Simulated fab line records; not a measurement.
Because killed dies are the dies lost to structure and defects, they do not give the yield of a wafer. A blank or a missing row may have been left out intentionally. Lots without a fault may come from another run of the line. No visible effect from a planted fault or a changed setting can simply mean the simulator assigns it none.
fab line records	flow sky130
record: lots: 6	wafers: 18	lastDay: 50
route steps=708 shown VIA1@480 METAL2@483 PAD_OPEN@708
lots with no fault: from the same line, run without faults
startH: hours from the record's opening day to when the first of the lot's shown wafers began	waitH: time in hours since the lot's previous step	" unchanged from the row above	L1.1+2: a row that stands for several wafers	- no value, or no start was given	* or withheld: withheld	< > ~ a bound
route shown NAME@n: names a module that has steps shown in the file, with the first one's number in the route	usual: the fault-free wafers' mean and standard deviation	same: alike in all rows	chamber/n: place in a boat	sites: readings site by site	_std_site: the standard deviation of these	_edge_site: mean of outer sites minus mean of inner sites	radiusMm: how far each site lies from the wafer's centre	mask NAME#n: copy n	behind: the tool/chamber that last shaped the wafer	hold: reason for holding the lot/hours on hold/outcome of the hold	device: names the non-switching transistor (n, p or np)	end of line: at the end of the route, the tests of the same wafers	a step with no rows: only its recipe	killed: at the first sort, the dies lost to defects and structure; wafer yield is something else	map: the dies of a wafer, with x for killed, . for not killed, _ for no die there
set.NAME: setting as actually run; set.NAME@STEP: the setting as run at that earlier step	model.NAME: the simulator's own value behind a step, which no gauge read
a table for each step, a row for each wafer; lots at some steps of the route
services: from which hour (startH, from the record's first day; less than 0 if before it) a tool's chamber was out of use, for how many hours, and why
== steps ==
step: SKY_VIA1_RS_MEAS_22
recipe: thkMeasGauge: four-point-probe	reads: W_of_VIA1_CVD_21+TiN_of_VIA1_SPUTTER_20
usual: VIA1_W_RS: 0.430/0.0047
lot.wafer	tool	chamber	startH	waitH	VIA1_W_RS[ohm/sq]
L106.1	filmMetro-01	-	874.33	0.1	0.435
L106.5	"	-	"	"	0.434
L106.6	"	-	"	"	0.430
L111.1	filmMetro-04	-	919.70	0.1	0.431
L111.2	"	-	"	"	0.432
L111.4	"	-	"	"	0.429
L113.2	filmMetro-04	-	927.11	0.1	0.422
L113.3	"	-	"	"	0.426
L113.6	"	-	"	"	0.428
L114.1	filmMetro-02	-	929.16	0.1	0.429
L114.3	"	-	"	"	0.426
L114.6	"	-	"	"	0.426
L117.3	filmMetro-01	-	939.63	0.1	0.432
L117.4	"	-	"	"	0.434
L117.6	"	-	"	"	0.432
L120.3	filmMetro-02	-	976.91	0.1	0.429
L120.4	"	-	"	"	0.433
L120.6	"	-	"	"	0.431
step: SKY_VIA1_THK_MEAS_23
recipe: thkMeasGauge: xrf	reads: W_of_VIA1_CVD_21
usual: VIA1_W_THK: 273/3.7
lot.wafer	tool	chamber	startH	waitH	VIA1_W_THK[nm]
L106.1	filmMetro-01	-	874.45	0.1	267
L106.5	"	-	"	"	266
L106.6	"	-	"	"	269
L111.1	filmMetro-04	-	919.82	0.1	273
L111.2	"	-	"	"	272
L111.4	"	-	"	"	274
L113.2	filmMetro-04	-	927.22	0.1	277
L113.3	"	-	"	"	276
L113.6	"	-	"	"	276
L114.1	filmMetro-02	-	929.28	0.1	273
L114.3	"	-	"	"	275
L114.6	"	-	"	"	277
L117.3	filmMetro-01	-	939.73	0.1	273
L117.4	"	-	"	"	272
L117.6	"	-	"	"	271
L120.3	filmMetro-02	-	977.01	0.1	275
L120.4	"	-	"	"	272
L120.6	"	-	"	"	275
step: SKY_VIA1_CMP_24
recipe: stopOn: SiO2	tOverpolishS: 15	downForcePsi: 3.5	platenRpm: 60	targetThkNm: 0	padVelocityMS: 0.94248
step: SKY_METAL2_SPUTTER_00
recipe: material: Ti	targetThkNm: 15	powerW: 3000	timeS: 10	chamberPressurePa: 0.4
usual: cathodeDcPowerW: 3000.0/0.52	chamberPressurePa: 0.4002/0.00071	throttleValvePct: 29.8/1
lot.wafer	tool	chamber	startH	waitH	cathodeDcPowerW	chamberPressurePa	throttleValvePct
L106.1	pvdSputter-03	-	874.81	0.1	2999.3	0.4006	29.1
L106.5	"	-	"	"	3000.2	0.3992	30.1
L106.6	"	-	"	"	3000.0	0.3986	30.5
L111.1	pvdSputter-04	-	920.18	0.1	2999.7	0.3998	28.8
L111.2	"	-	"	"	2999.3	0.3999	31.0
L111.4	"	-	"	"	2999.4	0.3994	28.0
L113.2	pvdSputter-04	-	927.57	0.2	2999.7	0.3994	28.7
L113.3	"	-	"	"	2999.5	0.4000	31.0
L113.6	"	-	"	"	3000.4	0.4007	28.6
L114.1	pvdSputter-03	-	929.97	0.2	2999.9	0.4006	30.6
L114.3	"	-	"	"	3000.3	0.4000	28.8
L114.6	"	-	"	"	3000.4	0.4009	29.0
L117.3	pvdSputter-01	-	940.07	0.1	2999.8	0.3992	31.4
L117.4	"	-	"	"	3000.0	0.4017	30.7
L117.6	"	-	"	"	2999.3	0.4007	29.7
L120.3	pvdSputter-01	-	977.35	0.2	3000.5	0.4013	29.6
L120.4	"	-	"	"	3000.0	0.4003	31.6
L120.6	"	-	"	"	3000.6	0.4012	29.5
step: SKY_METAL2_SPUTTER_01
recipe: material: TiN	targetThkNm: 20	powerW: 6500	timeS: 16.7	chamberPressurePa: 0.4
usual: cathodeDcPowerW: 6500.0/1.1	chamberPressurePa: 0.4000/0.00082	throttleValvePct: 29.8/1
lot.wafer	tool	chamber	startH	waitH	cathodeDcPowerW	chamberPressurePa	throttleValvePct
L106.1	pvdSputter-03	-	874.83	0.0	6501.8	0.4012	29.1
L106.5	"	-	"	"	6499.3	0.4009	30.0
L106.6	"	-	"	"	6500.2	0.4014	30.3
L111.1	pvdSputter-04	-	920.20	0.0	6502.3	0.3992	28.6
L111.2	"	-	"	"	6501.9	0.3989	30.8
L111.4	"	-	"	"	6498.7	0.4001	28.2
L113.2	pvdSputter-04	-	927.59	0.0	6502.4	0.4001	28.8
L113.3	"	-	"	"	6498.1	0.4006	30.9
L113.6	"	-	"	"	6501.0	0.3996	28.6
L114.1	pvdSputter-03	-	929.99	0.0	6498.2	0.4005	30.5
L114.3	"	-	"	"	6499.0	0.3986	28.9
L114.6	"	-	"	"	6500.7	0.3983	28.9
L117.3	pvdSputter-01	-	940.10	0.0	6502.4	0.4010	31.5
L117.4	"	-	"	"	6501.0	0.3998	30.9
L117.6	"	-	"	"	6501.2	0.4002	29.6
L120.3	pvdSputter-01	-	977.37	0.0	6499.0	0.3998	29.6
L120.4	"	-	"	"	6500.0	0.3990	31.3
L120.6	"	-	"	"	6500.3	0.4006	29.7
step: SKY_METAL2_SPUTTER_02
recipe: material: AlCu	targetThkNm: 250	powerW: 10600	timeS: 13.3	chamberPressurePa: 0.4
usual: cathodeDcPowerW: 10600/1.8	chamberPressurePa: 0.3999/0.00089	throttleValvePct: 29.8/1
lot.wafer	tool	chamber	startH	waitH	cathodeDcPowerW	chamberPressurePa	throttleValvePct
L106.1	pvdSputter-03	-	874.86	0.0	10598	0.3997	29.1
L106.5	"	-	"	"	10600	0.3999	30.1
L106.6	"	-	"	"	10602	0.3993	30.3
L111.1	pvdSputter-04	-	920.22	0.0	10600	0.3982	28.5
L111.2	"	-	"	"	10601	0.3994	30.8
L111.4	"	-	"	"	10602	0.4028	28.5
L113.2	pvdSputter-04	-	927.61	0.0	10601	0.3988	28.5
L113.3	"	-	"	"	10600	0.4003	31.0
L113.6	"	-	"	"	10600	0.3991	28.8
L114.1	pvdSputter-03	-	930.02	0.0	10601	0.4000	30.4
L114.3	"	-	"	"	10601	0.4005	29.3
L114.6	"	-	"	"	10602	0.3992	29.1
L117.3	pvdSputter-01	-	940.12	0.0	10601	0.3985	31.5
L117.4	"	-	"	"	10602	0.3995	30.8
L117.6	"	-	"	"	10603	0.3996	29.6
L120.3	pvdSputter-01	-	977.40	0.0	10598	0.4005	29.7
L120.4	"	-	"	"	10599	0.4001	31.5
L120.6	"	-	"	"	10600	0.3982	29.5
step: SKY_METAL2_SPUTTER_03
recipe: material: Ti	targetThkNm: 5	powerW: 3000	timeS: 3.3	chamberPressurePa: 0.4
step: SKY_METAL2_SPUTTER_04
recipe: material: TiN	targetThkNm: 70	powerW: 6500	timeS: 58.3	chamberPressurePa: 0.4
step: SKY_METAL2_RS_MEAS_05
recipe: thkMeasGauge: four-point-probe	reads: TiN_of_METAL2_SPUTTER_04+Ti_of_METAL2_SPUTTER_03+AlCu_of_METAL2_SPUTTER_02+TiN_of_METAL2_SPUTTER_01+Ti_of_METAL2_SPUTTER_00
usual: METAL2_ALCU_RS: 0.1264/0.0016
lot.wafer	tool	chamber	startH	waitH	METAL2_ALCU_RS[ohm/sq]
L106.1	filmMetro-01	-	874.95	0.0	0.1282
L106.5	"	-	"	"	0.1254
L106.6	"	-	"	"	0.1278
L111.1	filmMetro-01	-	920.31	0.0	0.1276
L111.2	"	-	"	"	0.1268
L111.4	"	-	"	"	0.1259
L113.2	filmMetro-01	-	927.72	0.0	0.1279
L113.3	"	-	"	"	0.1283
L113.6	"	-	"	"	0.1282
L114.1	filmMetro-03	-	930.11	0.0	0.1275
L114.3	"	-	"	"	0.1287
L114.6	"	-	"	"	0.1294
L117.3	filmMetro-04	-	940.25	0.1	0.1272
L117.4	"	-	"	"	0.1258
L117.6	"	-	"	"	0.1279
L120.3	filmMetro-04	-	977.53	0.1	0.1275
L120.4	"	-	"	"	0.1278
L120.6	"	-	"	"	0.1287
step: SKY_METAL2_THK_MEAS_06
recipe: thkMeasGauge: xrf	reads: AlCu_of_METAL2_SPUTTER_02
usual: METAL2_ALCU_THK: 248/3.6
lot.wafer	tool	chamber	startH	waitH	METAL2_ALCU_THK[nm]
L106.1	filmMetro-01	-	875.07	0.1	243
L106.5	"	-	"	"	249
L106.6	"	-	"	"	244
L111.1	filmMetro-01	-	920.43	0.1	243
L111.2	"	-	"	"	246
L111.4	"	-	"	"	246
L113.2	filmMetro-01	-	927.83	0.1	242
L113.3	"	-	"	"	244
L113.6	"	-	"	"	243
L114.1	filmMetro-03	-	930.23	0.1	244
L114.3	"	-	"	"	242
L114.6	"	-	"	"	243
L117.3	filmMetro-04	-	940.35	0.1	246
L117.4	"	-	"	"	250
L117.6	"	-	"	"	247
L120.3	filmMetro-04	-	977.63	0.1	247
L120.4	"	-	"	"	246
L120.6	"	-	"	"	245
step: SKY_METAL2_DEHYDRATE_07
recipe: tempC: 200	timeS: 60
step: SKY_METAL2_HMDS_08
recipe: primeTimeS: 60	primeTempC: 120
step: SKY_METAL2_COAT_09
recipe: resist: BARC	tempC: withheld	timeS: withheld	spinRpm: 3000	resistThkNm: 60
usual: exhaustPa: 45.0/0.82	spinSpeedRpm: 3000.0/1.9
lot.wafer	tool	chamber	startH	waitH	exhaustPa	spinSpeedRpm
L106.1	lithoTrack-02	0	886.83	0.1	46.1	2999.7
L106.5	"	0	"	"	45.1	2997.2
L106.6	"	0	"	"	45.8	2998.4
L111.1	lithoTrack-03	0	932.99	0.1	44.5	2997.6
L111.2	"	0	"	"	45.9	2997.5
L111.4	"	0	"	"	44.2	2999.0
L113.2	lithoTrack-02	0	939.31	0.1	44.8	2738.5
L113.3	"	0	"	"	46.2	2736.2
L113.6	"	0	"	"	44.6	2738.9
L114.1	lithoTrack-03	0	941.79	0.1	43.8	3002.0
L114.3	"	0	"	"	43.7	3001.5
L114.6	"	0	"	"	44.4	3003.5
L117.3	lithoTrack-02	0	952.73	0.1	45.1	2732.5
L117.4	"	0	"	"	44.6	2738.7
L117.6	"	0	"	"	44.6	2733.7
L120.3	lithoTrack-04	0	988.04	0.1	46.1	3001.9
L120.4	"	0	"	"	45.2	3000.3
L120.6	"	0	"	"	44.8	2997.9
step: SKY_METAL2_COAT_10
recipe: resist: KrF-thick	spinRpm: 3000	resistThkNm: 450
step: SKY_METAL2_SOFTBAKE_11
recipe: tempC: 100	timeS: 90	resist: KrF-thick
step: SKY_METAL2_EXPOSE_12
recipe: maskId: MM2	na: 0.8	sourceShape: annular	sigmaInner: 0.55	sigmaOuter: 0.85	targetCdNm: 140	doseMj: 28
step: SKY_METAL2_PEB_13
recipe: pebTempC: withheld	pebTimeS: withheld	resist: KrF-thick
step: SKY_METAL2_DEVELOP_14
recipe: developTimeS: 60	resist: KrF-thick	devTempC: 21
step: SKY_METAL2_CD_MEAS_15
recipe: targetCdNm: 140
usual: cdNm: 140.1/1.6
lot.wafer	tool	chamber	startH	waitH	cdNm
L106.1	cdSem-02	-	900.78	-	139.5
L106.5	"	-	"	"	139.8
L106.6	"	-	"	"	139.5
L111.1	cdSem-02	-	945.44	-	138.0
L111.2	"	-	"	"	139.5
L111.4	"	-	"	"	137.2
L113.2	cdSem-02	-	952.40	-	139.4
L113.3	"	-	"	"	140.5
L113.6	"	-	"	"	140.1
L114.1	cdSem-02	-	954.69	-	142.3
L114.3	"	-	"	"	143.2
L114.6	"	-	"	"	143.0
L117.3	cdSem-02	-	963.73	-	140.1
L117.4	"	-	"	"	140.4
L117.6	"	-	"	"	139.7
L120.3	cdSem-01	-	999.63	-	138.4
L120.4	"	-	"	"	138.5
L120.6	"	-	"	"	140.4
step: SKY_METAL2_OVL_MEAS_16
usual: METAL2_OVL: 5/5.6
lot.wafer	tool	chamber	startH	waitH	METAL2_OVL[nm]
L106.1	overlay-02	-	900.90	0.1	11
L106.5	"	-	"	"	13
L106.6	"	-	"	"	22
L111.1	overlay-01	-	945.56	0.1	2
L111.2	"	-	"	"	2
L111.4	"	-	"	"	2
L113.2	overlay-01	-	952.51	0.1	7
L113.3	"	-	"	"	0
L113.6	"	-	"	"	8
L114.1	overlay-01	-	954.81	0.1	8
L114.3	"	-	"	"	5
L114.6	"	-	"	"	3
L117.3	overlay-01	-	963.82	0.1	15
L117.4	"	-	"	"	5
L117.6	"	-	"	"	8
L120.3	overlay-02	-	999.72	0.1	14
L120.4	"	-	"	"	15
L120.6	"	-	"	"	5
step: SKY_METAL2_DESCUM_17
recipe: chemistry: O2	sourcePowerW: 150	biasPowerW: 0	pressureMtorr: 10	tempC: 40	timeS: 8
usual: drypumpMotorCurrentA: 5.97/0.3	oesProductAu: 1.003/0.012
lot.wafer	tool	chamber	startH	waitH	drypumpMotorCurrentA	oesProductAu	rfHoursCounterH
L106.1	rieMetal-01	1	900.94	0.0	5.75	0.995	14
L106.5	"	0	"	"	6.38	1.013	-
L106.6	"	1	"	"	5.77	0.996	-
L111.1	rieMetal-02	1	945.60	0.0	5.70	0.988	7
L111.2	"	0	"	"	6.24	0.998	13
L111.4	"	1	"	"	5.67	0.996	-
L113.2	rieMetal-03	1	952.54	0.0	5.63	1.002	11
L113.3	"	0	"	"	6.18	1.026	-
L113.6	"	1	"	"	5.62	1.001	-
L114.1	rieMetal-03	0	954.85	0.0	6.18	1.018	7
L114.3	"	1	"	"	5.61	1.001	-
L114.6	"	1	"	"	5.62	0.995	-
L117.3	rieMetal-01	0	963.86	0.0	6.36	1.001	-
L117.4	"	1	"	"	5.77	0.989	-
L117.6	"	0	"	"	6.38	1.010	-
L120.3	rieMetal-02	0	999.76	0.0	6.17	0.995	-
L120.4	"	1	"	"	5.70	0.999	-
L120.6	"	0	"	"	6.18	0.999	-
step: SKY_METAL2_ETCH_18
recipe: chemistry: N2/H2	target: BARC	ionEnergyEv: 200	biasW: 100	pressureMtorr: 30	n2FlowSccm: 100	h2FlowSccm: 200	icpW: 500	stopOn: SiO2	timeS: 45.9	targetDepthA: 600
usual: drypumpMotorCurrentA: 6.0/0.3	n2FlowSccm: 100.02/0.25	oesProductAu: 0.855/0.005	throttleValvePct: 13.225/0.0096
lot.wafer	tool	chamber	startH	waitH	drypumpMotorCurrentA	n2FlowSccm	oesProductAu	rfHoursCounterH	throttleValvePct	model.etch.depthNm
L106.1	rieMetal-01	1	900.97	0.0	5.8	99.56	0.862	14	13.222	59.74
L106.5	"	0	"	"	6.4	100.27	0.843	-	13.212	59.73
L106.6	"	1	"	"	5.8	99.55	0.847	-	13.226	59.72
L111.1	rieMetal-02	1	945.63	0.0	5.7	100.01	0.853	7	13.218	60.12
L111.2	"	0	"	"	6.2	99.93	0.861	13	13.240	60.29
L111.4	"	1	"	"	5.7	99.82	0.859	-	13.221	60.18
L113.2	rieMetal-03	1	952.57	0.0	5.6	100.23	0.876	11	13.241	62.6
L113.3	"	0	"	"	6.2	100.33	0.876	-	13.243	62.65
L113.6	"	1	"	"	5.6	99.91	0.869	-	13.222	62.45
L114.1	rieMetal-03	0	954.88	0.0	6.2	100.13	0.847	7	13.227	60.12
L114.3	"	1	"	"	5.6	99.83	0.856	-	13.227	60.07
L114.6	"	1	"	"	5.6	100.14	0.851	-	13.237	59.96
L117.3	rieMetal-01	0	963.90	0.0	6.5	100.01	0.868	-	13.221	62.74
L117.4	"	1	"	"	5.8	100.09	0.878	-	13.214	62.86
L117.6	"	0	"	"	6.4	99.76	0.872	-	13.241	62.67
L120.3	rieMetal-02	0	999.80	0.0	6.2	99.94	0.854	-	13.228	59.99
L120.4	"	1	"	"	5.7	100.14	0.862	-	13.227	60.17
L120.6	"	0	"	"	6.2	100.02	0.852	-	13.224	60.2
step: SKY_METAL2_METAL_ETCH_19
recipe: targetDepthA: 3600	stopOn: SiO2	overEtchFrac: 0.3	timeS: 78	chemistry: Cl2/BCl3	resistSidewallDeg: 88	pressureMtorr: 10	icpW: 900	biasW: 50.31	Cl2_flow_sccm: 60	bcl3FlowSccm: 30
usual: drypumpMotorCurrentA: 5.97/0.3	oesProductAu: 0.856/0.0054	throttleValvePct: 22.264/0.0088
lot.wafer	tool	chamber	startH	waitH	drypumpMotorCurrentA	oesProductAu	rfHoursCounterH	throttleValvePct
L106.1	rieMetal-01	1	901.03	0.0	5.78	0.851	14	22.264
L106.5	"	0	"	"	6.42	0.861	-	22.273
L106.6	"	1	"	"	5.77	0.858	-	22.260
L111.1	rieMetal-02	1	945.69	0.0	5.68	0.850	7	22.261
L111.2	"	0	"	"	6.18	0.859	13	22.251
L111.4	"	1	"	"	5.68	0.853	-	22.271
L113.2	rieMetal-03	1	952.63	0.0	5.63	0.850	11	22.271
L113.3	"	0	"	"	6.17	0.855	-	22.266
L113.6	"	1	"	"	5.62	0.847	-	22.265
L114.1	rieMetal-03	0	954.94	0.0	6.20	0.851	7	22.268
L114.3	"	1	"	"	5.61	0.852	-	22.271
L114.6	"	1	"	"	5.63	0.844	-	22.261
L117.3	rieMetal-01	0	963.97	0.1	6.39	0.856	-	22.270
L117.4	"	1	"	"	5.76	0.868	-	22.257
L117.6	"	0	"	"	6.43	0.854	-	22.260
L120.3	rieMetal-02	0	999.87	0.1	6.22	0.861	-	22.261
L120.4	"	1	"	"	5.68	0.861	-	22.252
L120.6	"	0	"	"	6.21	0.854	-	22.257
step: SKY_PAD_OPEN_PROBE_99
usual: defectLimitedYield: 82.3/1.9	killed_at_M0_to_M3: 44/7.6	killed_at_M4_up: 3.2/1.7	killedAtContacts: 24/5.7	killedAtFrontEnd: 16/3.9	killedAtOther: 0.2/0.45	killedDies: 87/9.5	killedOpen: 47/6.9	killedShort: 40/5.8	sort_bin_3_pad_short: 0.9/0.4	sort_bin_5_function: 10.4/1.4	sort_bin_6_memory: 6.4/1.1	sortNPass: 405/9.5	sortYieldPct: 82.3/1.9
same: grossDies: 492	killedAtBackSide: 0	sort_bin_4_leakage[%]: 0	sort_bin_8_speed[%]: 0
lot.wafer	tool	chamber	startH	waitH	defectLimitedYield[%]	killed_at_M0_to_M3	killed_at_M4_up	killedAtContacts	killedAtFrontEnd	killedAtOther	killedDies	killedOpen	killedShort	sort_bin_3_pad_short[%]	sort_bin_5_function[%]	sort_bin_6_memory[%]	sortNPass	sortYieldPct[%]
L113.2	prober-01	-	1175.71	0.1	86.2	35	3	17	13	0	68	37	31	0.2	9.3	4.3	424	86.2
L113.3	prober-01	-	1175.76	0.2	82.9	58	2	14	10	0	84	44	40	0.4	11.2	5.5	408	82.9
L113.6	prober-01	-	1175.91	0.2	82.5	46	4	23	13	0	86	47	39	1.4	8.7	7.3	406	82.5
L114.1	prober-02	-	1176.37	0.1	79.5	50	3	29	19	0	101	52	49	0.4	13.0	7.1	391	79.5
L114.3	prober-02	-	1176.47	0.2	82.7	34	3	22	25	1	85	47	38	0.2	9.6	7.5	407	82.7
L114.6	prober-02	-	1176.62	0.2	78.0	69	6	18	13	2	108	53	55	1.2	12.4	8.3	384	78.0
killed by level:class
L113.2 VIA1:geometricParticle:open=8 VIA1:geometricParticle:short=6 VIA3:geometricParticle:open=6 CONTACT:geometricParticle:open=5 FIELD_ISO:geometricParticle:short=4 LI_CONTACT:geometricParticle:open=4 METAL1:geometricParticle:short=4 POLY_GATE:geometricParticle:open=3
L113.3 VIA1:geometricParticle:open=14 VIA3:geometricParticle:open=8 METAL1:geometricParticle:short=8 VIA2:geometricParticle:open=7 METAL2:geometricParticle:short=6 METAL3:geometricParticle:short=4 LI_CONTACT:geometricParticle:open=4 CONTACT:geometricParticle:open=4
L113.6 VIA1:geometricParticle:open=12 CONTACT:geometricParticle:open=11 VIA2:geometricParticle:short=5 LI_CONTACT:geometricParticle:open=5 VIA1:geometricParticle:short=5 VIA2:geometricParticle:open=5 FIELD_ISO:geometricParticle:open=4 LOCAL_INTERCONNECT:geometricParticle:short=4
L114.1 METAL2:geometricParticle:short=10 VIA1:geometricParticle:open=9 LI_CONTACT:geometricParticle:open=8 CONTACT:geometricParticle:open=8 VIA2:geometricParticle:open=7 CONTACT:geometricParticle:short=7 METAL1:geometricParticle:short=6 POLY_GATE:geometricParticle:short=5
L114.3 VIA1:geometricParticle:open=11 CONTACT:geometricParticle:open=9 POLY_GATE:geometricParticle:open=8 POLY_GATE:geometricParticle:short=6 VIA3:geometricParticle:open=6 FIELD_ISO:geometricParticle:short=5 VIA2:geometricParticle:open=5 LI_CONTACT:geometricParticle:open=4
L114.6 VIA1:geometricParticle:open=18 METAL1:geometricParticle:short=15 VIA3:geometricParticle:open=9 CONTACT:geometricParticle:open=6 VIA3:geometricParticle:short=6 METAL4:geometricParticle:short=5 FIELD_ISO:geometricParticle:short=4 LI_CONTACT:geometricParticle:open=4
== services ==
tool	chamber	startH	hours	kind
pvdSputter-04	-	890.21	0.9	repair
pvdSputter-04	-	890.26	5.2	repair
pvdSputter-04	-	894.11	5.4	repair
rieMetal-01	-	943.71	0.4	repair
rieMetal-03	-	955.18	0.6	repair
pvdSputter-04	-	971.67	4.9	repair
pvdSputter-01	-	979.70	3.2	repair
pvdSputter-01	0	983.92	-	consumableReplace:kit
pvdSputter-01	0	983.92	18.0	scheduledDown
pvdSputter-01	0	983.92	18.0	ventCycle
rieMetal-01	1	984.98	6.7	repair
pvdSputter-03	-	989.26	21.2	repair
== key ==
firstSign: step: SKY_METAL2_COAT_09	reading: spinSpeedRpm	direction: down	sigmas: 99+	usual: 3000.0	struck: 2736.4
effect: step: SKY_METAL2_ETCH_18	reading: oesProductAu	direction: up	sigmas: 3.7	usual: 0.855	struck: 0.873
modelEffect: step: SKY_METAL2_ETCH_18	value: etch.depthNm	without: 59.85	struck: 62.66
metAt SKY_METAL2_COAT_09
struckWafers L113.2,L113.3,L113.6,L117.3,L117.4,L117.6
onsetBetween 886.83 939.31
fault: kind: processParameterDrift	tool: lithoTrack-02	chamber: -	onsetH: 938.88	steps: SKY_METAL2_COAT_09	channel: spinRpm	offset: -263.48	shape: step	endH: 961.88	actsIn: theseRecipesOnly	stated: 3000
